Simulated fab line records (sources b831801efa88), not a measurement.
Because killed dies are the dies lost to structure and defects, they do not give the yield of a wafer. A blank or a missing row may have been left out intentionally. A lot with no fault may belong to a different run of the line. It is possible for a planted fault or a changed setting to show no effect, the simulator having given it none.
Which tool was responsible? || flow sky130 || 33 wafers from 11 lots sampled at 3 of the route's 708 steps

== WHAT EACH GAUGE READ, for each wafer ==
SKY_CAPM_RS_MEAS_03: uses a four-point probe to measure. Usual: CAPM_TIN_RS typically reads 6.93 ohm/sq, with standard deviation 0.088.
{"lot": "L246", "measured": "day 36 08:34", "on": "film-metro-02", "CAPM_TIN_RS (ohm/sq)": "7.06 6.98 6.92", "flag": ""}
{"lot": "L248", "measured": "day 36 18:52", "on": "film-metro-04", "CAPM_TIN_RS (ohm/sq)": "6.91 6.99 6.98", "flag": ""}
{"lot": "L252", "measured": "day 38 07:38", "on": "film-metro-04", "CAPM_TIN_RS (ohm/sq)": "7.03 6.85 6.80", "flag": ""}
{"lot": "L253", "measured": "day 38 15:09", "on": "film-metro-01", "CAPM_TIN_RS (ohm/sq)": "6.85 6.91 6.94", "flag": ""}
{"lot": "L255", "measured": "day 39 08:44", "on": "film-metro-04", "CAPM_TIN_RS (ohm/sq)": "7.03 7.13 7.04", "flag": ""}
{"lot": "L261", "measured": "day 41 11:02", "on": "film-metro-04", "CAPM_TIN_RS (ohm/sq)": "6.91 6.88 7.00", "flag": ""}
{"lot": "L262", "measured": "day 41 11:50", "on": "film-metro-01", "CAPM_TIN_RS (ohm/sq)": "7.39 7.60 7.48 7.39 7.61 7.48", "flag": "OFF"}
{"lot": "L263", "measured": "day 41 16:53", "on": "film-metro-04", "CAPM_TIN_RS (ohm/sq)": "7.58 7.68 7.76 7.58 7.67 7.75", "flag": "OFF"}
{"lot": "L264", "measured": "day 41 20:14", "on": "film-metro-04", "CAPM_TIN_RS (ohm/sq)": "7.26 7.34 7.34 7.25 7.36 7.35", "flag": "OFF"}
{"lot": "L267", "measured": "day 42 09:32", "on": "film-metro-01", "CAPM_TIN_RS (ohm/sq)": "6.99 6.81 6.81", "flag": ""}
{"lot": "L268", "measured": "day 42 23:10", "on": "film-metro-01", "CAPM_TIN_RS (ohm/sq)": "6.87 6.94 6.89", "flag": ""}

SKY_CAPM_THK_MEAS_04: measures by xrf. Usual: CAPM_TIN_THK typically reads 196.6 nm, with standard deviation 2.7.
{"lot": "L246", "measured": "day 36 08:41", "on": "film-metro-02", "CAPM_TIN_THK (nm)": "193.8 195.6 197.9", "flag": ""}
{"lot": "L248", "measured": "day 36 18:59", "on": "film-metro-04", "CAPM_TIN_THK (nm)": "196.0 193.8 194.6", "flag": ""}
{"lot": "L252", "measured": "day 38 07:46", "on": "film-metro-04", "CAPM_TIN_THK (nm)": "193.5 198.0 199.9", "flag": ""}
{"lot": "L253", "measured": "day 38 15:15", "on": "film-metro-01", "CAPM_TIN_THK (nm)": "200.8 199.0 197.8", "flag": ""}
{"lot": "L255", "measured": "day 39 08:51", "on": "film-metro-04", "CAPM_TIN_THK (nm)": "193.7 190.6 194.1", "flag": ""}
{"lot": "L261", "measured": "day 41 11:10", "on": "film-metro-04", "CAPM_TIN_THK (nm)": "197.2 195.9 194.8", "flag": ""}
{"lot": "L262", "measured": "day 41 15:15", "on": "film-metro-01", "CAPM_TIN_THK (nm)": "184.8 179.6 182.4 184.3 180.1 182.0", "flag": "OFF"}
{"lot": "L263", "measured": "day 41 22:30", "on": "film-metro-04", "CAPM_TIN_THK (nm)": "179.5 177.1 175.7 179.0 177.3 176.1", "flag": "OFF"}
{"lot": "L264", "measured": "day 42 01:04", "on": "film-metro-04", "CAPM_TIN_THK (nm)": "186.2 184.4 184.0 185.7 184.3 184.4", "flag": "OFF"}
{"lot": "L267", "measured": "day 42 09:40", "on": "film-metro-01", "CAPM_TIN_THK (nm)": "197.3 200.9 201.8", "flag": ""}
{"lot": "L268", "measured": "day 42 23:17", "on": "film-metro-01", "CAPM_TIN_THK (nm)": "199.8 197.2 198.7", "flag": ""}

== TOOL THAT RAN EACH LOT (tool first, then ch and the chambers of the sampled wafers, then the start) ==
{"lot": "L246", "SKY_CAPM_SPUTTER_02": "pvd-sputter-03, day 36 08:28"}
{"lot": "L248", "SKY_CAPM_SPUTTER_02": "pvd-sputter-04, day 36 18:46"}
{"lot": "L252", "SKY_CAPM_SPUTTER_02": "pvd-sputter-03, day 38 07:32"}
{"lot": "L253", "SKY_CAPM_SPUTTER_02": "pvd-sputter-01, day 38 15:00"}
{"lot": "L255", "SKY_CAPM_SPUTTER_02": "pvd-sputter-04, day 39 08:37"}
{"lot": "L261", "SKY_CAPM_SPUTTER_02": "pvd-sputter-03, day 41 10:55"}
{"lot": "L262", "SKY_CAPM_SPUTTER_02": "pvd-sputter-03, day 41 11:40"}
{"lot": "L263", "SKY_CAPM_SPUTTER_02": "pvd-sputter-03, day 41 16:47"}
{"lot": "L264", "SKY_CAPM_SPUTTER_02": "pvd-sputter-03, day 41 20:05"}
{"lot": "L267", "SKY_CAPM_SPUTTER_02": "pvd-sputter-04, day 42 09:26"}
{"lot": "L268", "SKY_CAPM_SPUTTER_02": "pvd-sputter-04, day 42 23:04"}
- SKY_CAPM_SPUTTER_02: material TiN, target thk 200 nm, time 166.7 s.

== WHAT THE TOOLS THEMSELVES READ (means of the sampled wafers that have a number; where no wafer has one, the mark that the record gives instead) ==
SKY_CAPM_SPUTTER_02. Usual: cathode-dc-power-W 6500.1 W, standard deviation 1.2; chamber-pressure-pa 0.4000 Pa, standard deviation 0.00073; throttle-valve-pct 30.6 %, standard deviation 1.4.
{"lot": "L246", "tool": "pvd-sputter-03", "cathode-dc-power-W (W)": 6499.2, "chamber-pressure-pa (Pa)": 0.4002, "throttle-valve-pct (%)": 30.5, "flag": ""}
{"lot": "L248", "tool": "pvd-sputter-04", "cathode-dc-power-W (W)": 6500.4, "chamber-pressure-pa (Pa)": 0.4000, "throttle-valve-pct (%)": 32.8, "flag": ""}
{"lot": "L252", "tool": "pvd-sputter-03", "cathode-dc-power-W (W)": 6499.1, "chamber-pressure-pa (Pa)": 0.4002, "throttle-valve-pct (%)": 30.5, "flag": ""}
{"lot": "L253", "tool": "pvd-sputter-01", "cathode-dc-power-W (W)": 6500.1, "chamber-pressure-pa (Pa)": 0.4002, "throttle-valve-pct (%)": 29.8, "flag": ""}
{"lot": "L255", "tool": "pvd-sputter-04", "cathode-dc-power-W (W)": 6500.9, "chamber-pressure-pa (Pa)": 0.4003, "throttle-valve-pct (%)": 30.0, "flag": ""}
{"lot": "L261", "tool": "pvd-sputter-03", "cathode-dc-power-W (W)": 6500.9, "chamber-pressure-pa (Pa)": 0.4004, "throttle-valve-pct (%)": 30.8, "flag": ""}
{"lot": "L262", "tool": "pvd-sputter-03", "cathode-dc-power-W (W)": 6032.1, "chamber-pressure-pa (Pa)": 0.3992, "throttle-valve-pct (%)": 30.3, "flag": "OFF"}
{"lot": "L263", "tool": "pvd-sputter-03", "cathode-dc-power-W (W)": 6031.3, "chamber-pressure-pa (Pa)": 0.4003, "throttle-valve-pct (%)": 30.8, "flag": "OFF"}
{"lot": "L264", "tool": "pvd-sputter-03", "cathode-dc-power-W (W)": 6031.7, "chamber-pressure-pa (Pa)": 0.3988, "throttle-valve-pct (%)": 30.1, "flag": "OFF"}
{"lot": "L267", "tool": "pvd-sputter-04", "cathode-dc-power-W (W)": 6500.7, "chamber-pressure-pa (Pa)": 0.3994, "throttle-valve-pct (%)": 29.2, "flag": ""}
{"lot": "L268", "tool": "pvd-sputter-04", "cathode-dc-power-W (W)": 6500.1, "chamber-pressure-pa (Pa)": 0.4000, "throttle-valve-pct (%)": 31.3, "flag": ""}

== THE ANSWER, worked out from the rows above alone ==
Rule: a lot is off if the mean of its wafers that have a number lies more than 3 standard deviations from the usual mean. Also off: a lot with no number at a reading for which 4 or more lots have one. The other lots that the step has rows for count as sound. Order of review: gauges by route order, followed by the tools' own readings, for which a lot's mean as printed above is used. At the first step where some lot is off, the reading lying furthest off is the one used; lots without a number count as furthest.
Off: L262, L263, L264, seen at SKY_CAPM_RS_MEAS_03 (CAPM_TIN_RS).
A tool fits if, at a process step before that reading, it ran every lot that is off, and no sound lot after the first of them. Not tried: the gauges at SKY_CAPM_RS_MEAS_03; whatever is off there is also off at SKY_CAPM_SPUTTER_02, on other tools, and gauge error can't account for it. One candidate fits, namely pvd-sputter-03 at SKY_CAPM_SPUTTER_02. Its last sound lot is L261 (day 41 10:55), its first lot that is off L262 (day 41 11:40): a fault that began between those two fits.
The tool's own readings at SKY_CAPM_SPUTTER_02 bear it out: on the lots that are off they differ by more than 5 times the standard deviation of the sound lots' means. cathode-dc-power-W reads 6031.7 W there against 6500.2 W on the sound lots.

== WHAT HAD BEEN PUT IN BY THE SIMULATOR ==
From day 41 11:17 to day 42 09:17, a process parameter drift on pvd-sputter-03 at SKY_CAPM_SPUTTER_02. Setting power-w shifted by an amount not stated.
Shown lots that were struck: L262, L263, L264. Same finding as the rule above.
